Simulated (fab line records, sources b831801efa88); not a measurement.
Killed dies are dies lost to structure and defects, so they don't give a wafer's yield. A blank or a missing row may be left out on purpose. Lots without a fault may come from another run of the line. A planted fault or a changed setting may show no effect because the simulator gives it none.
Which tool did it? | flow sky130 | 9 lots, 27 wafers sampled, at 5 steps of a route of 708

WHAT THE GAUGES READ, wafer by wafer
SKY_VIA4_RS_MEAS_19: measures by four-point-probe. Usual: VIA4_W_RS 0.2278 ohm/sq, standard deviation 0.0021.
lot  | measured     | on            | VIA4_W_RS (ohm/sq)   | flag
L551 | day 42 17:43 | film_metro-03 | 0.2239 0.2272 0.2254 |
L553 | day 43 04:55 | film_metro-01 | 0.2308 0.2272 0.2253 |
L554 | day 43 12:18 | film_metro-01 | 0.2248 0.2292 0.2266 |
L558 | day 44 20:04 | film_metro-01 | 0.2266 0.2259 0.2281 |
L559 | day 45 06:35 | film_metro-03 | 0.2271 0.2267 0.1341 | OFF
L560 | day 45 11:53 | film_metro-01 | 0.1358 0.1357 0.1349 | OFF
L568 | day 47 08:29 | film_metro-03 | 0.2271 0.2281 0.2285 |
L571 | day 48 03:16 | film_metro-03 | 0.2270 0.2273 0.2295 |
L570 | day 48 03:47 | film_metro-04 | 0.2276 0.2273 0.2284 |

SKY_VIA4_THK_MEAS_20: measures by xrf. Usual: VIA4_W_THK 518 nm, standard deviation 7.
lot  | measured     | on            | VIA4_W_THK (nm) | flag
L551 | day 42 17:50 | film_metro-03 | 531 526 528     |
L553 | day 43 05:02 | film_metro-01 | 514 522 525     |
L554 | day 43 12:25 | film_metro-01 | 525 515 522     |
L558 | day 44 20:11 | film_metro-01 | 522 527 522     |
L559 | day 45 06:41 | film_metro-03 | 519 517 895     | OFF
L560 | day 45 12:00 | film_metro-01 | 896 899 898     | OFF
L568 | day 47 08:35 | film_metro-03 | 523 518 516     |
L571 | day 48 03:23 | film_metro-03 | 515 516 510     |
L570 | day 48 03:52 | film_metro-04 | 516 514 514     |

WHICH TOOL RAN EACH LOT (tool, then ch and the chambers of the sampled wafers, then the start)
lot  | SKY_METAL4_DESCUM_15              | SKY_VIA4_STRIP_13                    | SKY_VIA4_CVD_18
L551 | rie_metal-04 ch 0,1, day 41 16:02 | plasma_asher-01 ch 0,1, day 42 16:52 | cvd_w-02 ch 0,1, day 42 17:34
L553 | rie_metal-02 ch 0,1, day 42 03:30 | plasma_asher-01 ch 0,1, day 43 04:06 | cvd_w-02 ch 0,1, day 43 04:45
L554 | rie_metal-02 ch 0,1, day 42 10:42 | plasma_asher-04 ch 0,1, day 43 11:28 | cvd_w-02 ch 0,1, day 43 12:07
L558 | rie_metal-02 ch 0,1, day 43 19:42 | plasma_asher-04 ch 0,1, day 44 19:15 | cvd_w-02 ch 0,1, day 44 19:55
L559 | rie_metal-04 ch 0,1, day 44 06:18 | plasma_asher-04 ch 0,1, day 45 05:34 | cvd_w-02 ch 0,1, day 45 06:25
L560 | rie_metal-04 ch 0,1, day 44 11:50 | plasma_asher-01 ch 0,1, day 45 11:03 | cvd_w-02 ch 0, day 45 11:43
L568 | rie_metal-03 ch 0,1, day 46 10:36 | plasma_asher-04 ch 0,1, day 47 07:39 | cvd_w-01 ch 0,1, day 47 08:19
L571 | rie_metal-02 ch 0,1, day 47 05:21 | plasma_asher-03 ch 0,1, day 48 02:26 | cvd_w-01 ch 0,1, day 48 03:06
L570 | rie_metal-03 ch 0,1, day 47 05:56 | plasma_asher-01 ch 0,1, day 48 02:55 | cvd_w-01 ch 0,1, day 48 03:37
- SKY_METAL4_DESCUM_15: chemistry O2, time 8 s.
- SKY_VIA4_STRIP_13: strips in O2/N2.
- SKY_VIA4_CVD_18: deposits W, target thk 505 nm, time 152.14 s.

WHAT THE TOOLS THEMSELVES READ (means of the sampled wafers that have a number; where no wafer has one, the mark that the record gives instead)
SKY_METAL4_DESCUM_15. Usual: drypump_motor_current_A 5.6 A, standard deviation 0.39; oes_product_au 0.998 a.u., standard deviation 0.014.
lot  | tool         | drypump_motor_current_A (A) | oes_product_au (a.u.) | flag
L551 | rie_metal-04 | 5.5                         | 0.995                 |
L553 | rie_metal-02 | 5.4                         | 0.982                 |
L554 | rie_metal-02 | 5.6                         | 0.995                 |
L558 | rie_metal-02 | 5.5                         | 0.994                 |
L559 | rie_metal-04 | 5.9                         | 0.989                 |
L560 | rie_metal-04 | 5.5                         | 0.994                 |
L568 | rie_metal-03 | 5.5                         | 1.012                 |
L571 | rie_metal-02 | 5.4                         | 0.983                 |
L570 | rie_metal-03 | 5.7                         | 1.016                 |

SKY_VIA4_STRIP_13. Usual: drypump_motor_current_A 5.8 A, standard deviation 0.36; o2_flow_sccm 3000 sccm, standard deviation 9.4; oes_product_au 0.709 a.u., standard deviation 0.0043; strip_time_to_endpoint_s 12.80 s, standard deviation 0.031.
lot  | tool            | drypump_motor_current_A (A) | o2_flow_sccm (sccm) | oes_product_au (a.u.) | strip_time_to_endpoint_s (s) | flag
L551 | plasma_asher-01 | 5.4                         | 3002                | 0.711                 | 12.80                        |
L553 | plasma_asher-01 | 5.4                         | 2988                | 0.710                 | 12.81                        |
L554 | plasma_asher-04 | 6.0                         | 3000                | 0.708                 | 12.81                        |
L558 | plasma_asher-04 | 6.2                         | 2999                | 0.717                 | 12.82                        |
L559 | plasma_asher-04 | 6.0                         | 2997                | 0.708                 | 12.80                        |
L560 | plasma_asher-01 | 5.6                         | 2995                | 0.710                 | 12.81                        |
L568 | plasma_asher-04 | 6.0                         | 3006                | 0.709                 | 12.82                        |
L571 | plasma_asher-03 | 5.7                         | 2994                | 0.709                 | 12.78                        |
L570 | plasma_asher-01 | 5.3                         | 2990                | 0.708                 | 12.78                        |

SKY_VIA4_CVD_18. Usual: heater_power_outer_w 510 W, standard deviation 19; heater_power_w 861 W, standard deviation 29; susceptor_temp_C 400.03 C, standard deviation 0.24.
lot  | tool     | heater_power_outer_w (W) | heater_power_w (W) | susceptor_temp_C (C) | flag
L551 | cvd_w-02 | 503                      | 818                | 399.73               |
L553 | cvd_w-02 | 498                      | 826                | 400.07               |
L554 | cvd_w-02 | 517                      | 850                | 400.22               |
L558 | cvd_w-02 | 522                      | 840                | 399.84               |
L559 | cvd_w-02 | 560                      | 891                | 414.14               | OFF
L560 | cvd_w-02 | 702                      | 1102               | 442.17               | OFF
L568 | cvd_w-01 | 511                      | 886                | 399.84               |
L571 | cvd_w-01 | 510                      | 876                | 400.06               |
L570 | cvd_w-01 | 512                      | 883                | 399.94               |

THE ANSWER, worked out from the rows above alone
Rule: a lot is off if the mean of its wafers that have a number lies more than 3 standard deviations from the usual mean. A lot without any number at a reading at which 4 lots or more have one is off too. The other lots that the step has rows for count as sound. The gauges are gone through in route order, then the tools' own readings, and for those a lot's mean is taken as printed above. The first step at which some lot is off is used, and at that step the reading that is off furthest; a lot without a number counts as furthest.
Off: L559, L560, at SKY_VIA4_RS_MEAS_19 (VIA4_W_RS).
A tool fits if, at a process step before that reading, it ran every lot that is off, and no sound lot after the first of them. The gauges at SKY_VIA4_RS_MEAS_19 aren't tried: what is off there is off at SKY_VIA4_CVD_18 too, on other tools, and a gauge's error can't cause that. Can't be told from this: 2 tools fit, rie_metal-04 at SKY_METAL4_DESCUM_15, cvd_w-02 at SKY_VIA4_CVD_18.

WHAT THE SIMULATOR HAD PUT IN
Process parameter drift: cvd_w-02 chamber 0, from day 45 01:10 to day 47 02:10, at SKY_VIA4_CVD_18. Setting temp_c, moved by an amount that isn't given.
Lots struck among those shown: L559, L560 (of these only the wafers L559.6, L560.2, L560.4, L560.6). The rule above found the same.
